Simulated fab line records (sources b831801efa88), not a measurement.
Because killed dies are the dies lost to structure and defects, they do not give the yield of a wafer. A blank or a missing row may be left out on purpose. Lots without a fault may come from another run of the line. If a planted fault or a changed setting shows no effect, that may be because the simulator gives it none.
8D (eight disciplines) problem report, filled in by code | flow sky130 | the parts of the form that need people (team, actions taken, sign-off) are left out

## 1. WHAT IS WRONG
Wafers without a fault read 2999.9 W, standard deviation 0.52; cathode_dc_power_W at SKY_METAL4_SPUTTER_03 reads a mean of 3109.8 W on 9 wafers belonging to 3 lots. So: +99 or more standard deviations from the usual mean.
The step: material Ti, target thk 5 nm, time 3.3 s.
First seen on wafer L190.2, day 44 17:58, on pvd_sputter-03. At this step, 45 wafers from 15 lots have a number in the record. By rule, "out" or "out of limits" means more than 4 standard deviations away from the usual mean. All remaining wafers that have a number are taken as sound.

## 2. WHAT IT IS, AND WHAT IT ISN'T
question                    | is                     | is not
which readings at this step | cathode_dc_power_W     | throttle_valve_pct
which lots                  | L190, L191, L194       | L173, L175, L176, L177, L179, L180, L181, L182, L183, L185, L188, L192
which wafers of those lots  | all that have a number | -
read on which tools         | pvd_sputter-03         | pvd_sputter-02, pvd_sputter-04
when                        | from day 44 17:58      | up to then (33 sound wafers); but 3 sound wafers of L192 came after

## 3. WHAT RULES OUT EACH SUSPECT
Counting: any tool at a process step up to the reading is kept as a suspect provided that every lot that is out went through it and no sound lot did after the first of them.
- pvd_sputter-03 at SKY_METAL4_SPUTTER_03 (material Ti, target thk 5 nm, time 3.3 s): kept. It ran every lot that is out, first L190 (day 44 17:58), and no sound lot after that; its last sound lot up to then is L182 (day 43 09:16). Its own readings are out on those wafers: cathode_dc_power_W.
The count leaves pvd_sputter-03 at SKY_METAL4_SPUTTER_03.

## 4. THE CAUSE (what the simulator had put in)
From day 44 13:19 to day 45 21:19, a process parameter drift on pvd_sputter-03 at SKY_METAL4_SPUTTER_03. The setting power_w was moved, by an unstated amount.
The count eliminated every tool but this one.

## 5. THE EFFECT CHAIN, in route order
Each row: a reading where the mean over the struck wafers with a number is more than 3 standard deviations away from the usual. Scope: only readings with a usual standard deviation given in the record; hours: median across lots of the time from each lot's start at the first step in this table that gives one to its start at this step; sigmas: change in usual standard deviations.
hours | step                  | reading            | usual    | on struck wafers | change | sigmas
0     | SKY_METAL4_SPUTTER_03 | cathode_dc_power_W | 2999.9 W | 3109.8           | +109.9 | +99 or more
It contains these process steps:
- SKY_METAL4_SPUTTER_03: material Ti, target thk 5 nm, time 3.3 s.

## 6. HOW IT WOULD HAVE BEEN CAUGHT EARLIER
In this record no reading fell out of limits until day 44 17:58, 5 hours after the fault had begun at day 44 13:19.
